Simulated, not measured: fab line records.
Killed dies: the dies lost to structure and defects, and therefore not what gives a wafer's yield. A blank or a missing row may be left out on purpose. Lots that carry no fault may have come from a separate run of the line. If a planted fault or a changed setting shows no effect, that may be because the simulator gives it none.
A lot that was struck, set against a sound lot / flow sky130 / 15 steps out of a route of 708
Sound: the wafers L739.1, L739.3, L739.5. Wafers L733.2, L733.4, L733.5 were the ones struck. The cause is given at the end.
For every step that has rows: the tool of each side, followed by ch and its chambers, followed by its first start. Under that, the readings that differ: sound wafers / struck wafers / difference of the means / sigmas: that difference in standard deviations of wafers without a fault.
alike: readings with means less than 2 such deviations apart, plus words and numbers identical on both sides. not compared: withheld readings, readings lacking a value on some wafer, bounds such as >300 that could conceal the same value, and numbers that have no deviation in the record and whose values overlap.
Wherever a step has rows on one side only, a row that says differs or no value, or a row with sigmas, the two part there. Numbers that have no deviation but don't overlap get no sigmas and don't part them. Lack of a reading on every wafer of one side parts them only where that side has two or more wafers.

first, 5 steps without rows for these wafers: SKY_VIA3_STRIP_17 (strips in post etch residue remover, time 1200 s); SKY_VIA3_CLEAN_18 (cleans in IPA, time 180 s); SKY_VIA3_CLEAN_19 (cleans in O3/DIW); SKY_VIA3_SPUTTER_20 (material TiN, target thk 20 nm, time 80 s); SKY_VIA3_CVD_21 (deposits W, target thk 390 nm, time 117.31 s).
SKY_VIA3_RS_MEAS_22: uses a four-point probe to measure.
  sound: film-metro-02 at day 44 02:07; struck: film-metro-04 at day 42 22:12
  alike: VIA3_W_RS
SKY_VIA3_THK_MEAS_23: measures by xrf.
  sound: film-metro-02 at day 44 02:14; struck: film-metro-04 at day 42 22:19
  alike: VIA3_W_THK
SKY_VIA3_CMP_24: polishes, stops on SiO2, t overpolish 20 s, target thk 0 nm.
  sound on cmp-01 ch 0,2,3, day 44 02:20; struck on cmp-02 ch 0,1, day 42 22:22
  alike: motor-current-A, overpolish-run-s, slurry-filter-dp-kPa, time-to-endpoint-s
SKY_METAL4_SPUTTER_00: material Ti, target thk 15 nm, time 10 s.
  sound: pvd-sputter-01 at day 44 02:35; struck: pvd-sputter-02 at day 42 22:40
  alike: chamber-pressure-pa, throttle-valve-pct
then, 1 step without rows for these wafers: SKY_METAL4_SPUTTER_01 (material TiN, target thk 20 nm, time 16.7 s).
SKY_METAL4_SPUTTER_02: material AlCu, target thk 735 nm, time 39.1 s.
  sound: pvd-sputter-01 at day 44 02:38; struck: pvd-sputter-02 at day 42 22:43
  alike: chamber-pressure-pa, throttle-valve-pct
SKY_METAL4_SPUTTER_03: material Ti, target thk 5 nm, time 3.3 s.
  sound: pvd-sputter-01 at day 44 02:40; struck: pvd-sputter-02 at day 42 22:45
  alike: chamber-pressure-pa, throttle-valve-pct
SKY_METAL4_SPUTTER_04: material TiN, target thk 70 nm, time 58.3 s.
  sound: pvd-sputter-01 at day 44 02:41; struck: pvd-sputter-02 at day 42 22:46
reading=chamber-pressure-pa (Pa); sound=0.4013 0.4003 0.4005; struck=0.3731 0.3723 0.3720; difference=-0.0282; sigmas=-36
  alike: throttle-valve-pct
SKY_CAP2M_CVD_00: deposits SiO2, target thk 15.5 nm.
  sound on pecvd-03 ch 0,1,2, day 44 02:44; struck on pecvd-01 ch 0,1,2, day 42 22:49
  alike: heater-power-w
next, for these wafers, 1 step has no rows: SKY_PAD_OPEN_PROBE_99.

WHERE THEY PART
At SKY_METAL4_SPUTTER_04 and nowhere else, as far as this record goes. Later steps at which nothing parts them and some readings are alike: SKY_CAP2M_CVD_00.

WHY: what had been put in by the simulator
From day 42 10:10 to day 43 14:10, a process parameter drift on pvd-sputter-02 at SKY_METAL4_SPUTTER_04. A move of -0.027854 in setting chamber-pressure-pa, from 0.4. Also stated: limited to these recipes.
